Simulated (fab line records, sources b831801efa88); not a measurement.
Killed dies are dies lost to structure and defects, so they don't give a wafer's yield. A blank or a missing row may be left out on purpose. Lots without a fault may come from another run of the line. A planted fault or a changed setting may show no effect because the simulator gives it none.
Which tool did it? | flow gf180mcu | 13 lots, 39 wafers sampled, at 6 steps of a route of 602

WHAT THE GAUGES READ, wafer by wafer
GF_STI_BOW_MEAS_00.
lot  | measured    | on            | INCOMING_BOW (um)
L452 | day 1 10:04 | film_metro-02 | -1 7 3
L453 | day 1 15:01 | film_metro-01 | 3 4 -7
L454 | day 1 20:00 | film_metro-01 | -2 -5 -8
L455 | day 2 01:00 | film_metro-03 | -7 10 3
L456 | day 2 06:01 | film_metro-03 | -2 -9 -2
L458 | day 2 16:00 | film_metro-01 | 3 0 8
L459 | day 2 21:00 | film_metro-01 | 1 7 1
L462 | day 3 12:01 | film_metro-01 | -12 5 -8
L463 | day 3 17:00 | film_metro-01 | -5 1 7
L464 | day 3 22:00 | film_metro-01 | 1 -5 3
L465 | day 4 03:00 | film_metro-03 | -3 0 14
L471 | day 5 09:00 | film_metro-03 | 7 -3 9
L473 | day 5 19:04 | film_metro-01 | 10 0 1

GF_DNWELL_TW_MEAS_09.
lot  | measured    | on            | DNWELL_TW
L452 | day 2 19:01 | film_metro-01 | 1351 1361 1360
L453 | day 3 02:58 | film_metro-03 | 1358 1349 1354
L454 | day 3 05:50 | film_metro-04 | 1338 1343 1339
L455 | day 3 10:17 | film_metro-01 | 1356 1357 1351
L456 | day 3 15:22 | film_metro-03 | 1358 1360 1359
L458 | day 4 02:38 | film_metro-01 | 1356 1358 1345
L459 | day 4 07:02 | film_metro-03 | 1321 1331 1320
L462 | day 5 00:57 | film_metro-03 | 1327 1324 1326
L463 | day 5 06:35 | film_metro-01 | 1353 1357 1358
L464 | day 5 10:34 | film_metro-01 | 1360 1364 1361
L465 | day 5 22:20 | film_metro-03 | 1314 1325 1317
L471 | day 7 00:52 | film_metro-03 | 1321 1315 1317
L473 | day 7 11:31 | film_metro-04 | 1344 1353 1352

GF_MVSD_TW_MEAS_11.
lot  | measured    | on            | MVSD_TW
L452 | day 4 10:04 | film_metro-02 | 1593 1597 1587
L453 | day 4 20:07 | film_metro-02 | 1603 1588 1590
L454 | day 4 22:38 | film_metro-03 | 1539 1550 1546
L455 | day 5 02:50 | film_metro-03 | 1552 1548 1551
L456 | day 5 07:49 | film_metro-03 | 1542 1542 1544
L458 | day 5 20:56 | film_metro-02 | 1599 1589 1600
L459 | day 6 01:29 | film_metro-04 | 1577 1587 1586
L462 | day 6 21:46 | film_metro-02 | 1787 1779 1781
L463 | day 7 03:20 | film_metro-04 | 1585 1594 1590
L464 | day 7 06:58 | film_metro-03 | 1724 1717 1719
L465 | day 7 20:10 | film_metro-03 | 1707 1728 1719
L471 | day 9 02:23 | film_metro-04 | 1592 1594 1604
L473 | day 9 15:04 | film_metro-03 | 1537 1544 1540

GF_VT_IMPLANT_RS_MEAS_46: measures by four-point-probe.
lot  | measured     | on            | MVSD_RS (ohm/sq)
L452 | day 7 10:27  | film_metro-03 | 457.7 457.5 458.3
L453 | day 7 22:10  | film_metro-03 | 459.7 458.7 459.4
L454 | day 8 02:15  | film_metro-04 | 458.1 456.6 457.0
L455 | day 8 06:18  | film_metro-03 | 456.4 457.5 457.8
L456 | day 8 11:49  | film_metro-03 | 456.0 457.6 457.0
L458 | day 9 04:09  | film_metro-03 | 457.8 456.9 456.2
L459 | day 9 08:59  | film_metro-03 | 458.7 458.1 457.9
L462 | day 10 09:30 | film_metro-03 | - - -
L463 | day 10 16:03 | film_metro-02 | 456.5 457.1 456.7
L464 | day 10 19:45 | film_metro-02 | - - -
L465 | day 11 11:02 | film_metro-02 | - - -
L471 | day 12 23:54 | film_metro-03 | 458.4 457.7 457.4
L473 | day 13 13:51 | film_metro-03 | 455.8 455.3 455.4

WHICH TOOL RAN EACH LOT (tool, then ch and the chambers of the sampled wafers, then the start)
lot  | GF_STI_ETCH_13                    | GF_MVSD_IMPLANT_08
L452 | rie_diel-03 ch 0,3, day 2 01:46   | implanter-02 ch 0, day 4 09:43
L453 | rie_diel-04 ch 0,3, day 2 08:24   | implanter-04 ch 0, day 4 19:44
L454 | rie_diel-04 ch 0,2,3, day 2 13:17 | implanter-01 ch 0, day 4 22:14
L455 | rie_diel-03 ch 0,1,3, day 2 16:54 | implanter-01 ch 0, day 5 02:26
L456 | rie_diel-02 ch 1,2, day 2 21:47   | implanter-02 ch 0, day 5 07:25
L458 | rie_diel-03 ch 0,1,3, day 3 08:25 | implanter-02 ch 0, day 5 20:32
L459 | rie_diel-03 ch 1,3, day 3 12:30   | implanter-04 ch 0, day 6 01:05
L462 | rie_diel-04 ch 1,3, day 4 06:47   | implanter-01 ch 0, day 6 21:23
L463 | rie_diel-03 ch 0,1, day 4 10:34   | implanter-02 ch 0, day 7 02:56
L464 | rie_diel-02 ch 0,2,3, day 4 16:11 | implanter-01 ch 0, day 7 06:34
L465 | rie_diel-02 ch 0,1,3, day 4 20:29 | implanter-01 ch 0, day 7 19:46
L471 | rie_diel-03 ch 0,2, day 6 05:35   | implanter-04 ch 0, day 9 01:59
L473 | rie_diel-04 ch 1,2,3, day 6 13:23 | implanter-02 ch 0, day 9 14:43
- GF_STI_ETCH_13: etches the open film in CHF3/O2, stops on Si, target depth 282.31 nm, time 112.9 s.
- GF_MVSD_IMPLANT_08

WHAT THE TOOLS THEMSELVES READ (means of the sampled wafers that have a number; where no wafer has one, the mark that the record gives instead)
GF_STI_ETCH_13.
lot  | tool        | chamber_pressure_mTorr (mTorr) | drypump_motor_current_A (A) | oes_product_au (a.u.) | throttle_valve_pct (%)
L452 | rie_diel-03 | 40.02                          | 5.3                         | 0.832                 | 8.806
L453 | rie_diel-04 | 40.04                          | 6.3                         | 0.828                 | 8.816
L454 | rie_diel-04 | 40.00                          | 5.9                         | 0.839                 | 8.806
L455 | rie_diel-03 | 40.01                          | 5.3                         | 0.836                 | 8.800
L456 | rie_diel-02 | 39.99                          | 5.3                         | 0.830                 | 8.804
L458 | rie_diel-03 | 39.99                          | 5.3                         | 0.829                 | 8.813
L459 | rie_diel-03 | 39.99                          | 5.1                         | 0.830                 | 8.811
L462 | rie_diel-04 | 40.03                          | 5.5                         | 0.830                 | 8.802
L463 | rie_diel-03 | 40.00                          | 5.3                         | 0.830                 | 8.812
L464 | rie_diel-02 | 40.04                          | 5.7                         | 0.834                 | 8.808
L465 | rie_diel-02 | 39.97                          | 5.4                         | 0.836                 | 8.811
L471 | rie_diel-03 | 40.01                          | 5.5                         | 0.830                 | 8.803
L473 | rie_diel-04 | 39.99                          | 5.5                         | 0.831                 | 8.804

GF_MVSD_IMPLANT_08.
lot  | tool         | tilt_deg (degrees)
L452 | implanter-02 | -0.008
L453 | implanter-04 | 0.027
L454 | implanter-01 | 0.023
L455 | implanter-01 | -0.012
L456 | implanter-02 | -0.015
L458 | implanter-02 | -0.009
L459 | implanter-04 | -0.016
L462 | implanter-01 | 16.522
L463 | implanter-02 | 0.013
L464 | implanter-01 | 16.544
L465 | implanter-01 | 16.536
L471 | implanter-04 | -0.008
L473 | implanter-02 | -0.011

THE ANSWER, worked out from the rows above alone
Rule: what is usual is taken from the lots themselves. Put in order of their means at a reading, lots are off if they are a third of the lots or fewer, leave a main group of 4 or more, and stand apart from it by a gap of 3 or more times the standard deviation of the main group's means; of several such gaps the widest counts. A main group whose means are all the same, to the digits that the tables above print for the reading, isn't used. A lot without any number at a reading at which 4 lots or more have one is off too. The other lots that the step has rows for count as sound. The gauges are gone through in route order, then the tools' own readings, and for those a lot's mean is taken as printed above. The first step at which some lot is off is used, and at that step the reading that is off furthest; a lot without a number counts as furthest.
Off: L462, L464, L465, at GF_MVSD_TW_MEAS_11 (MVSD_TW). The main group: mean 1573, standard deviation 24.
A tool fits if, at a process step before that reading, it ran every lot that is off, and no sound lot after the first of them. The gauges at GF_MVSD_TW_MEAS_11 aren't tried: what is off there is off at GF_MVSD_IMPLANT_08 too, on other tools, and a gauge's error can't cause that. One fits: implanter-01 at GF_MVSD_IMPLANT_08. Its last sound lot is L455 (day 5 02:26), its first lot that is off L462 (day 6 21:23): a fault that began between those two fits.
The tool's own readings at GF_MVSD_IMPLANT_08 bear it out: on the lots that are off they differ by more than 5 times the standard deviation of the sound lots' means. tilt_deg reads 16.534 degrees there against -0.002 degrees on the sound lots.

WHAT THE SIMULATOR HAD PUT IN
Process parameter drift: implanter-01, from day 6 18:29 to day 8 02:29, at GF_MVSD_IMPLANT_08. Setting tilt_deg, moved by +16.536, from 0. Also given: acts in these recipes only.
Lots struck among those shown: L462, L464, L465. The rule above found the same.
